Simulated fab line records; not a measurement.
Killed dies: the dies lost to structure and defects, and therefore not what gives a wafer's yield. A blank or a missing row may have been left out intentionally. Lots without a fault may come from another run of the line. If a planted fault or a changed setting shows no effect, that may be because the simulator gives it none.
fab line records ; flow gf180mcu
record: lots: 12; wafers: 36; lastDay: 34
route steps=602 shown SALICIDE@282 M2@372 V3@455
lots with no fault: from the same line, run without faults
startH: start of the lot's first displayed wafer, in hours after the record's first day ; waitH: hours since the lot's step before ; " as in the row above ; L1.1+2: a single row standing in for several wafers ; - either no value or no given start ; * or withheld: withheld ; < > ~ a bound
route shown NAME@n: names a module that has steps shown in the file, with the first one's number in the route ; usual: average and standard deviation across the fault-free wafers ; same: alike in all rows ; chamber/n: place in a boat ; sites: per-site readings ; _std_site: their standard deviation ; _edge_site: outer sites' mean less inner sites' ; radiusMm: how far each site lies from the wafer's centre ; mask NAME#n: copy n ; behind: the tool/chamber that last shaped the wafer ; hold: the reason the lot was held/the length of the hold in hours/how it ended ; device: names the non-switching transistor (n, p or np) ; end of line: tests run on the same wafers once the route is complete ; for a step that has no rows: nothing shown but its recipe ; killed: not the wafer's yield, but the dies lost to structure and defects at the first sort ; map: per-die view of a wafer (x killed, . not killed, _ where there is no die)
set.NAME: the run value of the setting; set.NAME@STEP: its run value at that earlier step ; model.NAME: the simulator's own value behind a step, which no gauge read
route steps across a sampled set of lots; one table per step, one row per wafer
services: a tool's chamber out of use, with start hour (startH, from the record's first day; less than 0 if before it), hours out, and reason
== steps ==
step: GF_SALICIDE_RS_MEAS_04
recipe: thkMeasGauge: four-point-probe; reads: TiN_of_SALICIDE_SPUTTER_03+Co_of_SALICIDE_SPUTTER_02
usual: SALICIDE_TIN_RS: 16.4/0.31
lot.wafer;tool;chamber;startH;waitH;SALICIDE_TIN_RS[ohm/sq]
L821.2;filmMetro-03;-;353.23;0.0;16.6
L821.3;filmMetro-03;-;353.23;0.0;16.1
L821.5;filmMetro-03;-;353.23;0.0;16.0
L822.1;filmMetro-03;-;366.14;0.0;16.2
L822.3;filmMetro-03;-;366.14;0.0;16.3
L822.5;filmMetro-03;-;366.14;0.0;16.1
L824.2;filmMetro-03;-;382.06;0.0;16.5
L824.3;filmMetro-03;-;382.06;0.0;16.3
L824.5;filmMetro-03;-;382.06;0.0;15.9
L826.1;filmMetro-03;-;407.55;0.0;16.3
L826.2;filmMetro-03;-;407.55;0.0;16.1
L826.4;filmMetro-03;-;407.55;0.0;16.7
L827.1;filmMetro-03;-;411.63;0.0;16.3
L827.2;filmMetro-03;-;411.63;0.0;16.7
L827.5;filmMetro-03;-;411.63;0.0;16.5
L828.1;filmMetro-03;-;413.34;0.0;16.6
L828.4;filmMetro-03;-;413.34;0.0;16.6
L828.5;filmMetro-03;-;413.34;0.0;16.2
L829.3;filmMetro-02;-;422.32;0.1;17.0
L829.4;filmMetro-02;-;422.32;0.1;16.8
L829.6;filmMetro-02;-;422.32;0.1;16.3
L838.1;filmMetro-02;-;506.91;0.0;16.6
L838.2;filmMetro-02;-;506.91;0.0;16.5
L838.6;filmMetro-02;-;506.91;0.0;16.1
L839.1;filmMetro-02;-;518.23;0.1;16.0
L839.2;filmMetro-02;-;518.23;0.1;16.7
L839.6;filmMetro-02;-;518.23;0.1;16.4
L841.3;filmMetro-01;-;529.02;0.1;16.7
L841.5;filmMetro-01;-;529.02;0.1;16.5
L841.6;filmMetro-01;-;529.02;0.1;16.5
L840.2;filmMetro-03;-;530.24;0.0;15.8
L840.5;filmMetro-03;-;530.24;0.0;16.1
L840.6;filmMetro-03;-;530.24;0.0;16.5
L842.3;filmMetro-02;-;539.11;0.1;17.1
L842.4;filmMetro-02;-;539.11;0.1;16.5
L842.5;filmMetro-02;-;539.11;0.1;16.8
step: GF_M2_SOFTBAKE_10
recipe: tempC: 130; timeS: 60; resist: KrF
usual: exhaustPa: 44.9/0.86; runLengthS: 89.18/0.11
lot.wafer;tool;chamber;startH;waitH;exhaustPa;runLengthS
L821.2;lithoTrack-03;0;441.00;0.1;45.5;89.04
L821.3;lithoTrack-03;0;441.00;0.1;44.7;89.25
L821.5;lithoTrack-03;0;441.00;0.1;47.1;89.07
L822.1;lithoTrack-01;0;455.81;0.1;44.3;89.06
L822.3;lithoTrack-01;0;455.81;0.1;45.5;89.20
L822.5;lithoTrack-01;0;455.81;0.1;44.6;89.05
L824.2;lithoTrack-01;0;471.59;0.1;45.8;89.04
L824.3;lithoTrack-01;0;471.59;0.1;44.7;89.14
L824.5;lithoTrack-01;0;471.59;0.1;44.2;89.22
L826.1;lithoTrack-03;0;498.52;0.1;44.3;89.03
L826.2;lithoTrack-03;0;498.52;0.1;45.9;89.21
L826.4;lithoTrack-03;0;498.52;0.1;44.9;89.36
L827.1;lithoTrack-03;0;502.47;0.1;45.8;89.16
L827.2;lithoTrack-03;0;502.47;0.1;45.0;89.07
L827.5;lithoTrack-03;0;502.47;0.1;44.1;89.14
L828.1;lithoTrack-03;0;505.37;0.1;44.9;93.63
L828.4;lithoTrack-03;0;505.37;0.1;45.8;93.60
L828.5;lithoTrack-03;0;505.37;0.1;45.8;93.65
L829.3;lithoTrack-03;0;513.77;0.1;44.6;93.64
L829.4;lithoTrack-03;0;513.77;0.1;45.6;93.82
L829.6;lithoTrack-03;0;513.77;0.1;44.4;93.64
L838.1;lithoTrack-02;0;591.63;0.1;44.9;89.37
L838.2;lithoTrack-02;0;591.63;0.1;45.6;89.13
L838.6;lithoTrack-02;0;591.63;0.1;45.6;89.12
L839.1;lithoTrack-01;0;601.91;0.1;44.7;89.03
L839.2;lithoTrack-01;0;601.91;0.1;45.5;89.12
L839.6;lithoTrack-01;0;601.91;0.1;44.8;89.12
L841.3;lithoTrack-02;0;611.83;0.1;44.6;89.24
L841.5;lithoTrack-02;0;611.83;0.1;45.4;89.37
L841.6;lithoTrack-02;0;611.83;0.1;44.7;89.35
L840.2;lithoTrack-02;0;613.60;0.1;45.7;89.21
L840.5;lithoTrack-02;0;613.60;0.1;44.4;89.34
L840.6;lithoTrack-02;0;613.60;0.1;44.6;89.14
L842.3;lithoTrack-03;0;620.67;0.1;42.8;89.31
L842.4;lithoTrack-03;0;620.67;0.1;44.3;89.18
L842.5;lithoTrack-03;0;620.67;0.1;45.1;89.10
step: GF_M2_METAL_ETCH_16
recipe: chemistry: Cl2/BCl3; maskMaterial: KrF; targetDepthNm: 750.8; stopOn: SiO2; pressureMtorr: 8; icpW: 800; biasW: 140; Cl2_flow_sccm: 80; bcl3FlowSccm: 40; timeS: 125.1
usual: drypumpMotorCurrentA: 6.1/0.34; oesProductAu: 0.989/0.0075; throttleValvePct: 28.231/0.011
lot.wafer;tool;chamber;startH;waitH;drypumpMotorCurrentA;oesProductAu;rfHoursCounterH;throttleValvePct
L821.2;rieMetal-01;0;454.02;0.0;6.1;0.995;1;28.237
L821.3;rieMetal-01;1;454.02;0.0;6.6;0.991;-;28.241
L821.5;rieMetal-01;1;454.02;0.0;6.6;0.988;-;28.213
L822.1;rieMetal-01;1;468.03;0.0;6.5;0.996;8;28.242
L822.3;rieMetal-01;0;468.03;0.0;6.1;0.999;-;28.234
L822.5;rieMetal-01;1;468.03;0.0;6.6;0.989;-;28.235
L824.2;rieMetal-02;0;483.87;0.0;5.8;0.992;2;28.212
L824.3;rieMetal-02;0;483.87;0.0;5.7;0.996;-;28.228
L824.5;rieMetal-02;0;483.87;0.0;5.7;0.993;-;28.229
L826.1;rieMetal-01;0;510.02;0.0;6.1;0.997;2;28.219
L826.2;rieMetal-01;1;510.02;0.0;6.6;0.978;9;28.253
L826.4;rieMetal-01;1;510.02;0.0;6.6;0.982;-;28.244
L827.1;rieMetal-03;1;514.38;0.0;5.7;0.989;9;28.241
L827.2;rieMetal-03;0;514.38;0.0;5.9;0.985;11;28.235
L827.5;rieMetal-03;0;514.38;0.0;5.8;0.985;-;28.232
L828.1;rieMetal-02;1;517.49;0.0;5.6;0.981;9;28.225
L828.4;rieMetal-02;1;517.49;0.0;5.6;0.975;-;28.237
L828.5;rieMetal-02;1;517.49;0.0;5.7;0.984;-;28.231
L829.3;rieMetal-01;1;525.66;0.1;6.5;0.983;-;28.228
L829.4;rieMetal-01;0;525.66;0.1;6.1;0.997;-;28.228
L829.6;rieMetal-01;0;525.66;0.1;6.1;0.998;-;28.218
L838.1;rieMetal-01;1;602.23;0.0;6.5;0.992;12;28.203
L838.2;rieMetal-01;0;602.23;0.0;6.1;0.995;5;28.234
L838.6;rieMetal-01;0;602.23;0.0;6.1;0.992;-;28.215
L839.1;rieMetal-03;0;612.56;0.0;5.9;0.986;14;28.220
L839.2;rieMetal-03;1;612.56;0.0;5.7;0.989;12;28.228
L839.6;rieMetal-03;0;612.56;0.0;5.9;0.990;-;28.222
L841.3;rieMetal-01;1;622.78;0.1;6.6;0.991;-;28.217
L841.5;rieMetal-01;1;622.78;0.1;6.6;0.989;-;28.227
L841.6;rieMetal-01;0;622.78;0.1;6.1;0.993;-;28.223
L840.2;rieMetal-01;1;624.06;0.0;6.5;0.992;13;28.229
L840.5;rieMetal-01;1;624.06;0.0;6.6;0.985;-;28.249
L840.6;rieMetal-01;0;624.06;0.0;6.1;0.992;-;28.232
L842.3;rieMetal-02;1;630.72;0.1;5.6;0.991;-;28.233
L842.4;rieMetal-02;0;630.72;0.1;5.7;0.987;-;28.222
L842.5;rieMetal-02;0;630.72;0.1;5.8;0.995;-;28.229
step: GF_V3_CMP_26
recipe: stopOn: SiO2; downForcePsi: 3.5; platenRpm: 60; tOverpolishS: 15; targetThkNm: 0; padVelocityMS: 0.94248
usual: motorCurrentA: 11.0/1.4; overpolishRunS: 15.000/0.0089; retainingRingPressureFrac: 1.000/0.0053; slurryFlowMlMin: 150.0/0.51; timeToEndpointS: 84/3.4
lot.wafer;tool;chamber;startH;waitH;motorCurrentA;overpolishRunS;retainingRingPressureFrac;slurryFlowMlMin;timeToEndpointS
L821.2;cmp-01;2;531.38;0.1;13.0;14.989;1.005;149.9;81
L821.3;cmp-01;0;531.38;0.1;10.3;14.982;0.996;149.2;85
L821.5;cmp-01;2;531.38;0.1;12.4;15.002;0.995;150.1;84
L822.1;cmp-01;0;544.48;0.1;10.4;15.006;1.002;150.6;86
L822.3;cmp-01;1;544.48;0.1;11.3;15.011;0.998;150.1;80
L822.5;cmp-01;3;544.48;0.1;10.0;15.002;1.006;149.2;88
L824.3;cmp-02;1;559.89;0.4;8.6;14.993;0.993;150.7;90
L824.2;cmp-02;2;559.89;0.4;12.8;14.992;0.998;151.0;81
L824.5;cmp-02;3;559.89;0.4;11.9;15.003;1.003;150.2;84
L826.1;cmp-02;1;584.12;0.3;8.4;14.993;1.007;150.8;85
L826.2;cmp-02;2;584.12;0.3;12.4;14.987;0.998;150.9;79
L826.4;cmp-02;3;584.12;0.3;11.6;14.993;1.008;149.4;79
L827.2;cmp-01;2;588.29;0.1;12.1;14.981;1.006;150.0;86
L827.1;cmp-01;0;588.29;0.1;10.4;14.984;1.003;150.3;87
L827.5;cmp-01;2;588.29;0.1;12.5;15.006;0.990;148.4;87
L828.1;cmp-02;1;591.43;0.1;9.0;15.001;0.999;150.9;93
L828.4;cmp-02;2;591.43;0.1;12.9;15.003;0.996;149.6;81
L828.5;cmp-02;0;591.43;0.1;10.3;15.010;1.006;150.3;84
L829.4;cmp-01;2;599.62;0.1;11.9;14.993;0.995;150.0;79
L829.3;cmp-01;0;599.62;0.1;10.1;14.998;0.991;149.9;82
L829.6;cmp-01;2;599.62;0.1;12.4;15.001;0.997;150.2;82
L838.2;cmp-02;3;669.73;0.0;12.0;14.992;0.996;151.0;83
L838.1;cmp-02;1;669.73;0.0;8.9;15.012;1.003;150.1;92
L838.6;cmp-02;3;669.73;0.0;12.2;14.985;0.994;150.3;80
L839.2;cmp-02;3;677.37;0.0;11.9;14.985;1.002;149.8;84
L839.1;cmp-02;0;677.37;0.0;10.1;15.000;0.998;150.4;89
L839.6;cmp-02;0;677.37;0.0;10.3;14.982;0.994;149.8;86
L841.3;cmp-02;2;688.02;0.1;13.2;15.004;0.996;150.3;81
L841.6;cmp-02;1;688.02;0.1;8.5;14.995;0.997;150.4;85
L841.5;cmp-02;2;688.02;0.1;12.6;15.003;0.995;149.9;78
L840.2;cmp-01;2;690.17;0.2;12.7;15.003;0.994;150.3;83
L840.5;cmp-01;3;690.17;0.2;10.1;15.018;0.992;149.3;89
L840.6;cmp-01;0;690.17;0.2;10.9;14.989;0.999;150.0;85
L842.4;cmp-02;2;695.12;0.0;12.4;15.003;1.006;150.2;78
L842.3;cmp-02;1;695.12;0.0;9.0;15.004;1.003;150.0;87
L842.5;cmp-02;3;695.12;0.0;11.9;15.004;0.998;151.1;78
== services ==
tool;chamber;startH;hours;kind
cmp-02;-;417.91;2.6;repair
rieMetal-01;-;454.63;0.5;repair
rieMetal-03;1;468.40;11.6;repair
cmp-01;-;522.64;5.2;repair
cmp-01;-;555.61;18.9;pm
rieMetal-01;-;556.31;0.4;repair
rieMetal-02;1;561.22;17.9;repair
rieMetal-02;-;570.19;1.4;pm
cmp-02;-;572.28;4.0;pm
cmp-02;-;576.28;-;consumableReplace:conditioner
cmp-02;-;576.28;-;consumableReplace:pad
cmp-01;-;583.67;2.0;repair
cmp-01;-;589.59;3.7;repair
cmp-01;-;602.11;1.7;repair
cmp-02;-;603.08;0.3;repair
cmp-01;-;603.60;2.1;repair
cmp-01;-;608.18;0.6;repair
rieMetal-03;-;617.25;14.6;pm
rieMetal-01;0;632.80;69.7;repair
cmp-02;-;634.53;10.5;repair
rieMetal-02;1;636.85;-;clean
rieMetal-02;0;642.35;63.9;repair
cmp-01;-;645.20;5.0;pm
cmp-01;-;647.58;1.3;repair
== key ==
firstSign: step: GF_M2_SOFTBAKE_10; reading: runLengthS; direction: up; sigmas: 41; usual: *; struck: *
effect none on later readings
metAt GF_M2_SOFTBAKE_10
struckLots L828,L829
notActingAt GF_SALICIDE_RS_MEAS_04,GF_M2_METAL_ETCH_16,GF_V3_CMP_26
onsetBetween 502.47 505.37
fault: kind: processParameterDrift; tool: lithoTrack-03; chamber: -; onsetH: 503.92; steps: GF_M2_SOFTBAKE_10; channel: timeS; offset: *; shape: step; endH: 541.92; actsIn: *; stated: *
